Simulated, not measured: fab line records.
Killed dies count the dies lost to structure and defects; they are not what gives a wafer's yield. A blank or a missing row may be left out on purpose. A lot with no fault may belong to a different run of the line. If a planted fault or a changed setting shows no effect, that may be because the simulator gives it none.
Which tool is to blame? | flow gf180mcu | 12 lots with 36 wafers sampled at 2 steps, on a route of 602 steps

== WHAT THE GAUGES READ, wafer by wafer ==
GF_V3_THK_MEAS_01.
lot  | measured     | on            | V3_CVD_00_THK (nm)
L075 | day 21 19:35 | film-metro-04 | 599 607 589
L077 | day 22 15:34 | film-metro-01 | 604 597 594
L079 | day 23 07:34 | film-metro-01 | 605 610 599
L081 | day 24 11:58 | film-metro-02 | 596 593 602
L083 | day 24 20:31 | film-metro-01 | 599 600 598
L085 | day 25 08:21 | film-metro-04 | 593 602 607
L087 | day 26 04:29 | film-metro-02 | 602 599 605
L089 | day 26 18:26 | film-metro-02 | 610 600 595
L091 | day 27 09:46 | film-metro-01 | 609 607 602
L093 | day 27 20:41 | film-metro-04 | 602 598 600
L095 | day 28 11:10 | film-metro-04 | 603 604 600
L097 | day 29 01:35 | film-metro-02 | 603 607 607

== EACH LOT AND THE TOOL THAT RAN IT (in order: tool; ch and the chambers of the sampled wafers; start) ==
lot  | GF_V2_CMP_26
L075 | cmp-02 ch 0,1,2, day 20 18:25
L077 | cmp-02 ch 0,2, day 21 14:34
L079 | cmp-02 ch 2,3, day 22 06:55
L081 | cmp-02 ch 0,1,3, day 23 11:47
L083 | cmp-01 ch 0,2,3, day 23 21:11
L085 | cmp-01 ch 1,2,3, day 24 09:05
L087 | cmp-02 ch 1,2,3, day 25 05:49
L089 | cmp-02 ch 1,2,3, day 25 20:11
L091 | cmp-02 ch 1,2,3, day 26 12:04
L093 | cmp-01 ch 0,1, day 26 23:09
L095 | cmp-02 ch 0,1, day 27 14:04
L097 | cmp-01 ch 2,3, day 28 04:47
- GF_V2_CMP_26: polishes, stops on SiO2, t overpolish 15 s, target thk 0 nm.

== THE ANSWER, worked out from the rows above alone ==
Rule: what is usual is taken from the lots themselves. Put in order of their means at a reading, lots are off if they are a third of the lots or fewer, leave a main group of 4 or more, and stand apart from it by a gap of 3 or more times the standard deviation of the main group's means; of several such gaps the widest counts. Not used: any main group whose means are identical at the precision the tables above print for the reading. A lot without any number at a reading at which 4 lots or more have one is off too. Where the step has rows for the other lots, those lots are counted as sound.
No lot is off on any of the readings shown, so nothing can be concluded from this.

== WHAT HAD BEEN PUT IN BY THE SIMULATOR ==
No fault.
